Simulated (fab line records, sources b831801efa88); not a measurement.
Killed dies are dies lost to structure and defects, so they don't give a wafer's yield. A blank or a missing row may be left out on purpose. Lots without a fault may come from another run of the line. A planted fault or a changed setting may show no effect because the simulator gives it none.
A struck lot beside a sound one | flow sky130 | 30 steps out of a route of 708
Sound: wafers L416.2, L416.4, L416.6. Struck: wafers L419.3, L419.4, L419.6. The cause comes at the end.
At each step with rows: each side's tool, then ch and its chambers, then its first start. Under that, the readings that differ: sound wafers | struck wafers | difference of the means | sigmas: that difference in standard deviations of wafers without a fault.
alike: readings whose means differ by less than 2 such deviations, and words and numbers that are the same on both sides. not compared: withheld readings, readings that some wafer has no value for, bounds like >300 that may hide the same value, and numbers for which the record gives no deviation and whose values overlap.
The two part at a step that has a row with sigmas, a row that says differs or no value, or rows on one side only. Numbers that don't overlap but have no deviation are shown without sigmas and don't part them. A reading that every wafer of one side lacks parts them only if that side has two wafers or more.

first, 5 steps without rows for these wafers: SKY_SONOS_ONO_COAT_08 (resist thk 1140 nm); SKY_SONOS_ONO_SOFTBAKE_09 (time 60 s); SKY_SONOS_ONO_EXPOSE_10 (exposes mask ONOM, target cd 410 nm); SKY_SONOS_ONO_PEB_11; SKY_SONOS_ONO_DEVELOP_12 (develop time 60 s).
SKY_SONOS_ONO_CD_MEAS_13: target cd 410 nm.
  sound on cd_sem-02, day 17 16:54; struck on cd_sem-01, day 18 15:22
  alike: cd_nm
SKY_SONOS_ONO_OVL_MEAS_14:
  sound on overlay-02, day 17 17:01; struck on overlay-01, day 18 15:28
  alike: SONOS_ONO_OVL
SKY_SONOS_ONO_ETCH_15: etches the open film in CHF3/O2, target depth 19.52 nm, time 7.8 s.
  sound on rie_diel-02 ch 1,2, day 17 17:02; struck on rie_diel-03 ch 0,1,3, day 18 15:29
  alike: drypump_motor_current_A, oes_product_au, throttle_valve_pct
  not compared: rf_hours_counter_h
then, 1 step without rows for these wafers: SKY_SONOS_ONO_WET_ETCH_16 (etches SiO2 in dHF, target depth 14 nm, time 280 s).
SKY_SONOS_ONO_STRIP_17: strips in O2/N2.
  sound on plasma_asher-01 ch 0,1, day 17 17:09; struck on plasma_asher-03 ch 0,1, day 18 15:38
  alike: drypump_motor_current_A, oes_product_au, strip_time_to_endpoint_s
  not compared: rf_hours_counter_h
then, 2 steps without rows for these wafers: SKY_SONOS_ONO_WET_ETCH_18 (etches Si3N4 in H3PO4, target depth 15 nm, time 172 s); SKY_GATE_OXIDE_CLEAN_00 (cleans in SC1/SC2, time 150 s).
SKY_GATE_OXIDE_OXIDATION_01: stabilise 600 s, purge 300 s, target thk 10.268 nm.
  sound on furnace-02 ch 0, day 17 18:13; struck on furnace-01 ch 0, day 18 18:34
SKY_GATE_OXIDE_THK_MEAS_02:
  sound on film_metro-03, day 17 19:38; struck on film_metro-04, day 18 20:04
  reading                          | sound             | struck            | difference | sigmas
  GATE_OXIDE_OXIDATION_00_THK (nm) | 10.62 10.69 10.72 | 16.56 16.64 16.27 | +5.81      | +32
then, 7 steps without rows for these wafers: SKY_GATE_OXIDE_DEHYDRATE_03 (time 60 s); SKY_GATE_OXIDE_HMDS_04 (prime time 60 s); SKY_GATE_OXIDE_COAT_05 (resist thk 1140 nm); SKY_GATE_OXIDE_SOFTBAKE_06 (time 60 s); SKY_GATE_OXIDE_EXPOSE_07 (exposes mask LVOM, target cd 600 nm); SKY_GATE_OXIDE_PEB_08; SKY_GATE_OXIDE_DEVELOP_09 (develop time 60 s).
SKY_GATE_OXIDE_OVL_MEAS_10:
  sound on overlay-02, day 19 01:29; struck on overlay-02, day 19 23:16
  alike: GATE_OXIDE_OVL
then, 2 steps without rows for these wafers: SKY_GATE_OXIDE_IMPLANT_11; SKY_GATE_OXIDE_WET_ETCH_12 (etches SiO2 in dHF, target depth 16.8 nm, time 336 s).
SKY_GATE_OXIDE_STRIP_13: strips in O2/N2.
  sound on plasma_asher-01 ch 0,1, day 19 01:46; struck on plasma_asher-04 ch 0,1, day 19 23:35
  alike: drypump_motor_current_A, oes_product_au, strip_time_to_endpoint_s
  not compared: rf_hours_counter_h
SKY_GATE_OXIDE_TW_MEAS_14:
  sound on film_metro-04, day 19 01:53; struck on film_metro-04, day 19 23:40
  alike: GATE_OXIDE_TW
SKY_GATE_OXIDE_CLEAN_15: cleans in SC1/SC2, time 150 s.
  sound on wet_bench-04 ch 0, day 19 01:56; struck on wet_bench-01 ch 3, day 19 23:42
  reading                                           | sound            | struck          | difference | sigmas
  model.SiO2_of_GATE_OXIDE_OXIDATION_01.thk_nm (nm) | 10.3 10.31 10.38 | 16.2 16.3 15.93 | +5.8       |
  alike: bath_guard_temp_C
SKY_GATE_OXIDE_OXIDATION_16: stabilise 600 s, purge 300 s, target thk 3.57 nm.
  sound on furnace-02 ch 0, day 19 07:02; struck on furnace-02 ch 0, day 19 23:45
  reading                                           | sound          | struck           | difference | sigmas
  model.SiO2_of_GATE_OXIDE_OXIDATION_01.thk_nm (nm) | 11.93 11.96 12 | 17.5 17.59 17.25 | +5.5       |
then, 1 step without rows for these wafers: SKY_POLY_GATE_CVD_00 (deposits poly-Si, target thk 180 nm, time 720 s).
-- the record jumps here: 30 days lie between the struck wafers' starts before and after (it left off in module POLY_GATE and takes up again in module PAD_OPEN, whose first step shown is number 708 of the route) --
SKY_PAD_OPEN_PROBE_99:
  sound on prober-02, day 49 13:26; struck on prober-02, day 49 23:57
  reading                                | sound                         | struck                        | difference | sigmas
  model.etest.nfet_16v.r_on_ohm_um       | 1.419e+04 1.42e+04 1.422e+04  | 1.732e+04 1.742e+04 1.72e+04  | +3.110e+03 |
  model.etest.tip_sonos.rs_ohm_sq        | 2779 2789 2802                | 5318 5373 5126                | +2482      |
  model.etest.pfet_16v.r_on_ohm_um       | 1.447e+04 1.513e+04 1.502e+04 | 1.686e+04 1.676e+04 1.705e+04 | +2.017e+03 |
  model.etest.pfet_g5v0d10v5.r_on_ohm_um | 4819 4821 4899                | 6203 6221 6161                | +1349      |
  model.etest.nfet_g5v0d10v5.r_on_ohm_um | 1919 1926 1939                | 2427 2419 2390                | +484       |
  model.etest.tip_p.rs_ohm_sq            | 6904 6924 6898                | 7143 7214 7104                | +245       |
  model.etest.nfet_g5v0d10v5.drive_ua_um | 590.2 587.8 584.9             | 400.8 398.6 408.9             | -184.9     |
  model.etest.pfet_01v8.r_on_ohm_um      | 2888 2910 2920                | 3037 3009 3020                | +116       |
  alike: killed_at_M0_to_M3, killed_at_M4_up, killed_at_contacts, killed_at_front_end, killed_at_other, killed_dies, killed_open, killed_short

WHERE THEY PART
Only at SKY_GATE_OXIDE_THK_MEAS_02, within this record. Later steps at which nothing parts them and some readings are alike: SKY_GATE_OXIDE_OVL_MEAS_10, SKY_GATE_OXIDE_STRIP_13, SKY_GATE_OXIDE_TW_MEAS_14, SKY_GATE_OXIDE_CLEAN_15, SKY_PAD_OPEN_PROBE_99.

WHY: what the simulator had put in
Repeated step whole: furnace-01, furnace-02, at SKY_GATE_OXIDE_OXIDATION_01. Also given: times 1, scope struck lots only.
